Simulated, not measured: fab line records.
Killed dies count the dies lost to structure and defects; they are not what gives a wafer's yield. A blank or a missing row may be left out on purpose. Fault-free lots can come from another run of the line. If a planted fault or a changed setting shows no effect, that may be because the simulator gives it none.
Which tool did it? -- flow gf180mcu -- Sampling: 7 lots, 21 wafers, 2 of 602 route steps

WHAT EACH GAUGE READ, for each wafer
GF_HV_LDD_TW_MEAS_50.
lot,measured,on,HV_LDD_4_TW
L353,day 12 13:16,film metro-01,563 566 564
L356,day 13 15:14,film metro-04,573 573 572
L362,day 15 22:58,film metro-03,570 574 573
L364,day 16 14:04,film metro-04,576 573 571
L369,day 18 05:40,film metro-01,562 564 559
L372,day 19 00:08,film metro-03,534 533 533
L375,day 20 02:13,film metro-01,565 569 566

EACH LOT AND THE TOOL THAT RAN IT (in order: tool; ch and the chambers of the sampled wafers; start)
lot,GF_HV_LDD_IMPLANT_48
L353,"implanter-04 ch 0, day 12 13:02"
L356,"implanter-03 ch 0, day 13 15:01"
L362,"implanter-03 ch 0, day 15 22:43"
L364,"implanter-04 ch 0, day 16 13:49"
L369,"implanter-01 ch 0, day 18 05:25"
L372,"implanter-01 ch 0, day 18 23:55"
L375,"implanter-03 ch 0, day 20 01:58"
- GF_HV_LDD_IMPLANT_48

THE ANSWER, worked out from the rows above alone
Rule: what is usual is taken from the lots themselves. Put in order of their means at a reading, lots are off if they are a third of the lots or fewer, leave a main group of 4 or more, and stand apart from it by a gap of 3 or more times the standard deviation of the main group's means; of several such gaps the widest counts. A main group whose means are all the same, to the digits that the tables above print for the reading, isn't used. A lot without any number at a reading at which 4 lots or more have one is off too. Any other lot the step has rows for is counted as sound.
Off: L372, seen at GF_HV_LDD_TW_MEAS_50 (HV_LDD_4_TW). Main group: mean 568, sd 4.5.
If a tool, at a process step before that reading, ran all the lots that are off and no sound lot after the first of them, it fits. The gauges at GF_HV_LDD_TW_MEAS_50 are tried like those tools. 2 tools fit, implanter-01 at GF_HV_LDD_IMPLANT_48 and film metro-03 at GF_HV_LDD_TW_MEAS_50, so this cannot tell which one it is.

WHAT THE SIMULATOR PUT IN
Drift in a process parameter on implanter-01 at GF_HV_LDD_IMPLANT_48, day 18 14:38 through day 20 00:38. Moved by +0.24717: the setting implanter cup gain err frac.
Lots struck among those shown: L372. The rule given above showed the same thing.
